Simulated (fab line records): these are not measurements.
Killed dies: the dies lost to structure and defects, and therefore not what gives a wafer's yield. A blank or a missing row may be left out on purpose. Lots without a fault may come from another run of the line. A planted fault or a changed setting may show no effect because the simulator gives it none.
Shared-tool check || flow sky130 || Sample size 11 lots and 33 wafers

== WHY IT WAS OPENED ==
1 of 11 lots carry a flag on the reading NWELL_TW at SKY_NWELL_TW_MEAS_15. Fault-free wafers read 1813, with a standard deviation of 8.3.
Rule: a lot gets a flag if all its wafers with a number sit over 4 standard deviations from that mean, or if no wafer of it has a number. As for the other lots, they are considered sound.

{"lot": "L326", "measured": "day 4 19:47", "on": "filmMetro-02", "NWELL_TW, wafer by wafer": "1814 1809 1812", "flag": ""}
{"lot": "L327", "measured": "day 5 00:29", "on": "filmMetro-01", "NWELL_TW, wafer by wafer": "1804 1805 1801", "flag": ""}
{"lot": "L328", "measured": "day 5 06:02", "on": "filmMetro-03", "NWELL_TW, wafer by wafer": "1824 1817 1814", "flag": ""}
{"lot": "L329", "measured": "day 5 12:38", "on": "filmMetro-02", "NWELL_TW, wafer by wafer": "1817 1813 1807", "flag": ""}
{"lot": "L331", "measured": "day 5 23:35", "on": "filmMetro-03", "NWELL_TW, wafer by wafer": "1823 1818 1819", "flag": ""}
{"lot": "L334", "measured": "day 6 22:28", "on": "filmMetro-02", "NWELL_TW, wafer by wafer": "30 30 30", "flag": "FLAGGED"}
{"lot": "L338", "measured": "day 7 19:44", "on": "filmMetro-03", "NWELL_TW, wafer by wafer": "1807 1810 1812", "flag": ""}
{"lot": "L343", "measured": "day 9 01:05", "on": "filmMetro-03", "NWELL_TW, wafer by wafer": "1831 1820 1820", "flag": ""}
{"lot": "L344", "measured": "day 9 03:26", "on": "filmMetro-02", "NWELL_TW, wafer by wafer": "1826 1821 1818", "flag": ""}
{"lot": "L345", "measured": "day 9 09:58", "on": "filmMetro-01", "NWELL_TW, wafer by wafer": "1791 1806 1801", "flag": ""}
{"lot": "L348", "measured": "day 10 07:23", "on": "filmMetro-03", "NWELL_TW, wafer by wafer": "1825 1819 1810", "flag": ""}
The numbers of the flagged lots are 30 on average: -1783 against the usual, or -99 or more standard deviations.

== EACH LOT AND THE TOOL IT RAN ON ==
The record keeps 1 process step preceding the reading, out of 708 steps on the route. Every cell lists first the tool, next ch and the chambers used by the sampled wafers, and last the start.
{"lot": "L326", "flag": "", "SKY_NWELL_EXPOSE_07": "ilineStepper-01 ch 0, day 4 10:34"}
{"lot": "L327", "flag": "", "SKY_NWELL_EXPOSE_07": "ilineStepper-01 ch 0, day 4 15:47"}
{"lot": "L328", "flag": "", "SKY_NWELL_EXPOSE_07": "ilineStepper-02 ch 0, day 4 20:58"}
{"lot": "L329", "flag": "", "SKY_NWELL_EXPOSE_07": "ilineStepper-01 ch 0, day 5 03:13"}
{"lot": "L331", "flag": "", "SKY_NWELL_EXPOSE_07": "ilineStepper-02 ch 0, day 5 14:16"}
{"lot": "L334", "flag": "FLAGGED", "SKY_NWELL_EXPOSE_07": "ilineStepper-01 ch 0, day 6 12:30"}
{"lot": "L338", "flag": "", "SKY_NWELL_EXPOSE_07": "ilineStepper-01 ch 0, day 7 09:37"}
{"lot": "L343", "flag": "", "SKY_NWELL_EXPOSE_07": "ilineStepper-02 ch 0, day 8 14:16"}
{"lot": "L344", "flag": "", "SKY_NWELL_EXPOSE_07": "ilineStepper-01 ch 0, day 8 17:44"}
{"lot": "L345", "flag": "", "SKY_NWELL_EXPOSE_07": "ilineStepper-02 ch 0, day 8 22:10"}
{"lot": "L348", "flag": "", "SKY_NWELL_EXPOSE_07": "ilineStepper-01 ch 0, day 9 19:53"}
What these steps do:
- SKY_NWELL_EXPOSE_07: exposes mask NWM, target cd 840 nm.
- SKY_NWELL_TW_MEAS_15

== FLAGGED AGAINST TOTAL, ONE TOOL AT A TIME (gauges that did the reading follow at the end) ==
{"step": "SKY_NWELL_EXPOSE_07", "tool": "ilineStepper-01", "lots run": 7, "flagged": 1, "share of the flagged lots": "all", "sound lots run after its first flagged lot": "3 (L338,L344,L348)"}
{"step": "SKY_NWELL_EXPOSE_07", "tool": "ilineStepper-02", "lots run": 4, "flagged": 0, "share of the flagged lots": "none", "sound lots run after its first flagged lot": "-"}
{"step": "SKY_NWELL_TW_MEAS_15", "tool": "filmMetro-01", "lots run": 2, "flagged": 0, "share of the flagged lots": "none", "sound lots run after its first flagged lot": "-"}
{"step": "SKY_NWELL_TW_MEAS_15", "tool": "filmMetro-02", "lots run": 4, "flagged": 1, "share of the flagged lots": "all", "sound lots run after its first flagged lot": "1 (L344)"}
{"step": "SKY_NWELL_TW_MEAS_15", "tool": "filmMetro-03", "lots run": 5, "flagged": 0, "share of the flagged lots": "none", "sound lots run after its first flagged lot": "-"}

== WHAT THE TABLE PERMITS ==
Rows of the table that ran all the flagged lots, 2 in number: ilineStepper-01 at SKY_NWELL_EXPOSE_07; filmMetro-02 at SKY_NWELL_TW_MEAS_15.
- ilineStepper-01 at SKY_NWELL_EXPOSE_07 ran 7 lots, 1 of them flagged. Sound lots followed the first flagged one (L338, L344, L348) on it, something a lasting fault affecting the whole tool could not allow.
- filmMetro-02 at SKY_NWELL_TW_MEAS_15 ran 4 lots, 1 of them flagged. Sound lots followed the first flagged one (L344) on it, something a lasting fault affecting the whole tool could not allow.
There is no row in the table that ran each flagged lot and no sound lot after the first.

== WHAT THE SIMULATOR HAD INSERTED ==
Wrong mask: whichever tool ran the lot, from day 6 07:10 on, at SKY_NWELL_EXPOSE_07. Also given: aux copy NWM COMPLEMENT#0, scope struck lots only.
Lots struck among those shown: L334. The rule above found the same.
